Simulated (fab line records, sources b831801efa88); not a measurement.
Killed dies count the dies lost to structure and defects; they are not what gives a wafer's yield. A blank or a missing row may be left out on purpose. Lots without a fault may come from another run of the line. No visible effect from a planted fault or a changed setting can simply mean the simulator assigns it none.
Which tool is to blame?	flow sky130	Sampling: 12 lots, 36 wafers, 5 of 708 route steps

## WHAT THE GAUGES SHOWED, per wafer
SKY_SONOS_ONO_THK_MEAS_01.
lot	measured	on	SONOS_ONO_OXIDATION_THK (nm)
L825	day 11 22:58	film-metro-01	2.67 2.63 2.66
L826	day 12 05:50	film-metro-04	2.60 2.58 2.58
L827	day 12 10:07	film-metro-01	2.61 2.67 2.68
L828	day 13 01:21	film-metro-02	2.62 2.67 2.63
L832	day 14 11:50	film-metro-02	2.58 2.65 2.62
L836	day 15 18:31	film-metro-04	2.55 2.53 2.51
L838	day 16 09:25	film-metro-02	2.59 2.64 2.57
L839	day 16 15:37	film-metro-01	2.54 2.57 2.64
L840	day 17 03:38	film-metro-04	3.00 2.93 2.97
L841	day 17 03:40	film-metro-02	2.89 2.93 2.90
L842	day 17 11:10	film-metro-04	2.69 2.66 2.67
L846	day 18 19:59	film-metro-04	2.62 2.57 2.61

SKY_GATE_OXIDE_OVL_MEAS_10.
lot	measured	on	GATE_OXIDE_OVL (nm)
L825	day 14 06:56	overlay-02	0.7 -1.3 -1.3
L826	day 14 15:29	overlay-01	2.7 1.9 1.2
L827	day 14 19:26	overlay-01	2.5 2.7 3.1
L828	day 15 10:18	overlay-02	1.2 2.2 1.8
L832	day 16 23:56	overlay-02	-0.6 0.9 3.1
L836	day 18 13:11	overlay-01	1.6 -0.1 2.3
L838	day 19 00:24	overlay-02	1.6 3.1 -0.2
L839	day 19 07:17	overlay-01	-1.5 -0.8 -0.8
L840	day 19 19:53	overlay-02	1.7 -0.1 0.9
L841	day 19 18:03	overlay-02	-0.1 -0.8 0.2
L842	day 20 05:45	overlay-02	1.1 1.9 1.3
L846	day 21 17:05	overlay-01	1.5 1.4 2.2

## WHICH TOOL RAN EACH LOT (tool, then ch and the chambers of the sampled wafers, then the start)
lot	SKY_VT_ADJUST_PCH_STRIP_09	SKY_SONOS_ONO_OXIDATION_00	SKY_SONOS_ONO_STRIP_17
L825	plasma-asher-01 ch 0,1, day 10 18:34	furnace-01 ch 0, day 11 21:38	plasma-asher-04 ch 0,1, day 13 02:03
L826	plasma-asher-03 ch 0,1, day 11 02:37	furnace-02 ch 0, day 12 04:29	plasma-asher-01 ch 0,1, day 13 10:39
L827	plasma-asher-02 ch 0,1, day 11 06:13	furnace-02 ch 0, day 12 08:45	plasma-asher-04 ch 0,1, day 13 14:53
L828	plasma-asher-01 ch 0,1, day 11 21:39	furnace-02 ch 0, day 12 23:58	plasma-asher-01 ch 0,1, day 14 04:38
L832	plasma-asher-03 ch 0,1, day 13 08:37	furnace-02 ch 0, day 14 10:29	plasma-asher-01 ch 0,1, day 15 17:45
L836	plasma-asher-02 ch 0,1, day 14 11:55	furnace-01 ch 0, day 15 17:10	plasma-asher-04 ch 0,1, day 17 00:53
L838	plasma-asher-01 ch 0,1, day 15 03:01	furnace-01 ch 0, day 16 08:03	plasma-asher-04 ch 0,1, day 17 15:50
L839	plasma-asher-03 ch 1, day 15 08:16	furnace-01 ch 0, day 16 14:17	plasma-asher-01 ch 0,1, day 17 23:53
L840	plasma-asher-03 ch 0,1, day 15 16:28	furnace-02 ch 0, day 17 02:18	plasma-asher-03 ch 0,1, day 18 10:59
L841	plasma-asher-03 ch 0,1, day 15 21:00	furnace-02 ch 0, day 17 02:18	plasma-asher-01 ch 0,1, day 18 10:17
L842	plasma-asher-03 ch 0,1, day 16 01:06	furnace-01 ch 0, day 17 09:49	plasma-asher-04 ch 0,1, day 18 20:35
L846	plasma-asher-03 ch 0,1, day 17 11:37	furnace-01 ch 0, day 18 18:38	plasma-asher-01 ch 0,1, day 20 09:24
- SKY_VT_ADJUST_PCH_STRIP_09: strips in O2/N2.
- SKY_SONOS_ONO_OXIDATION_00: stabilise 600 s, purge 300 s, target thk 2.6 nm.
- SKY_SONOS_ONO_STRIP_17: strips in O2/N2.

## AS READ BY THE TOOLS THEMSELVES (means over the sampled wafers that have a number; for cases with no such wafer, the mark the record gives instead)
SKY_VT_ADJUST_PCH_STRIP_09.
lot	tool	drypump-motor-current-A (A)	oes-product-au (a.u.)	strip-time-to-endpoint-s (s)
L825	plasma-asher-01	5.5	0.717	37.03
L826	plasma-asher-03	5.7	0.724	37.07
L827	plasma-asher-02	5.4	0.721	36.89
L828	plasma-asher-01	5.1	0.723	36.93
L832	plasma-asher-03	5.6	0.720	36.81
L836	plasma-asher-02	5.4	0.724	36.67
L838	plasma-asher-01	5.5	0.721	37.04
L839	plasma-asher-03	5.5	0.723	36.88
L840	plasma-asher-03	5.6	0.721	36.81
L841	plasma-asher-03	5.8	0.720	36.94
L842	plasma-asher-03	5.8	0.720	36.82
L846	plasma-asher-03	5.8	0.724	36.95

SKY_SONOS_ONO_OXIDATION_00.
lot	tool	zone-power-centre-pct (%)
L825	furnace-01	15.5
L826	furnace-02	14.4
L827	furnace-02	14.4
L828	furnace-02	14.4
L832	furnace-02	14.5
L836	furnace-01	15.6
L838	furnace-01	15.5
L839	furnace-01	15.4
L840	furnace-02	14.5
L841	furnace-02	14.5
L842	furnace-01	15.4
L846	furnace-01	15.5

SKY_SONOS_ONO_STRIP_17.
lot	tool	drypump-motor-current-A (A)	oes-product-au (a.u.)	strip-time-to-endpoint-s (s)
L825	plasma-asher-04	5.7	0.704	14.09
L826	plasma-asher-01	5.1	0.709	14.20
L827	plasma-asher-04	5.7	0.707	14.03
L828	plasma-asher-01	5.1	0.706	14.12
L832	plasma-asher-01	5.5	0.710	14.06
L836	plasma-asher-04	5.7	0.705	14.12
L838	plasma-asher-04	5.6	0.712	14.05
L839	plasma-asher-01	5.1	0.711	14.02
L840	plasma-asher-03	5.8	0.707	14.06
L841	plasma-asher-01	5.5	0.708	14.07
L842	plasma-asher-04	5.7	0.711	14.03
L846	plasma-asher-01	5.1	0.709	14.07

## THE ANSWER, worked out from the rows above alone
Rule: usual is defined by the lots themselves. Put in order of their means at a reading, lots are off if they are a third of the lots or fewer, leave a main group of 4 or more, and stand apart from it by a gap of 3 or more times the standard deviation of the main group's means; of several such gaps the widest counts. The tables above print the reading to a certain number of digits; a main group whose means all agree to those digits is not used. Also off: a lot with no number at a reading for which 4 or more lots have one. The other lots that the step has rows for count as sound. Order of review: gauges by route order, followed by the tools' own readings, for which a lot's mean as printed above is used. At the first step where some lot is off, the reading lying furthest off is the one used; lots without a number count as furthest.
Off: at SKY_SONOS_ONO_THK_MEAS_01 (SONOS_ONO_OXIDATION_THK), L840, L841. Mean 2.61 nm and standard deviation 0.041 in the main group.
A tool fits if, at a process step before that reading, it ran every lot that is off, and no sound lot after the first of them. Gauges at SKY_SONOS_ONO_THK_MEAS_01: tried the same way as those tools. One fits: SKY_SONOS_ONO_OXIDATION_00 on furnace-02. Its last sound lot is L832 (day 14 10:29), its first lot that is off L840 (day 17 02:18): a fault that began between those two fits.

## WHAT THE SIMULATOR PUT IN
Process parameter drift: furnace-02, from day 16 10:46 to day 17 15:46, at SKY_SONOS_ONO_OXIDATION_00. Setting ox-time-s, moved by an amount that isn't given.
Lots struck among those shown: L840, L841. The rule above reached the same finding.
